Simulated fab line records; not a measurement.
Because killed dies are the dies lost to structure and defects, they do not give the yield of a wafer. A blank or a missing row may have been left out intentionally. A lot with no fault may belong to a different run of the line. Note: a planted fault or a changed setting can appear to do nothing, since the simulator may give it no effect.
2 desks, one fault ; flow gf180mcu ; only its own numbers are on each desk; what lay behind them is given at the end

## THE METROLOGY DESK
Lot by lot, what the gauges showed, no matter which tool ran the lot: averages of those sampled wafers that carry a number. If a lot's mean is further than 4 standard deviations from the usual mean, the lot is out of limits and carries the mark OUT (the distance appears in the brackets).
Columns: A = cdNm at GF_V5_CD_MEAS_14, usual 260.4 nm; B = V5_W_THK at GF_V5_THK_MEAS_25, usual 349 nm
lot;first seen here;A;B
L734;day 27 04:50;259.9;351
L737;day 28 08:46;260.5;345
L738;day 28 15:44;259.8;347
L739;day 28 22:02;258.6;347
L740;day 29 01:51;261.8;347
L741;day 29 08:56;261.5;349
L742;day 30 00:13;261.6;346
L744;day 30 13:20;260.9;342
L745;day 30 19:02;260.8;343
L746;day 31 14:31;261.3;341
L750;day 32 06:47;262.1;342
L751;day 32 19:58;259.6;342
L754;day 33 02:05;260.5;348
L753;day 33 04:31;260.9;358
Result from this desk: across the 14 lots, nothing is out of limits.

## DESK OF THE TOOL OWNER: pvdSputter-01
The tool's own readings at GF_SALICIDE_SPUTTER_02 (material Co, target thk 10 nm, time 20 s): means of the sampled wafers that have a number, for each lot that ran on this tool. If a lot's mean is further than 4 standard deviations from the usual mean, the lot is out of limits and carries the mark OUT (the distance appears in the brackets).
Columns: A = throttleValvePct at GF_SALICIDE_SPUTTER_02, usual 30.6 %
lot;first seen here;A
L739;day 16 23:08;29.7
L740;day 17 05:26;30.0
L741;day 17 15:05;29.5
L750;day 21 12:18;30.0
L751;day 22 04:23;29.6
L753;day 22 13:19;30.1
Result from this desk: across the 6 lots, nothing is out of limits.

## ALL TOGETHER
At the metrology desk, nothing out of limits was observed.
The tool owner's desk saw nothing out of limits.

## WHAT THE SIMULATOR HAD PUT IN
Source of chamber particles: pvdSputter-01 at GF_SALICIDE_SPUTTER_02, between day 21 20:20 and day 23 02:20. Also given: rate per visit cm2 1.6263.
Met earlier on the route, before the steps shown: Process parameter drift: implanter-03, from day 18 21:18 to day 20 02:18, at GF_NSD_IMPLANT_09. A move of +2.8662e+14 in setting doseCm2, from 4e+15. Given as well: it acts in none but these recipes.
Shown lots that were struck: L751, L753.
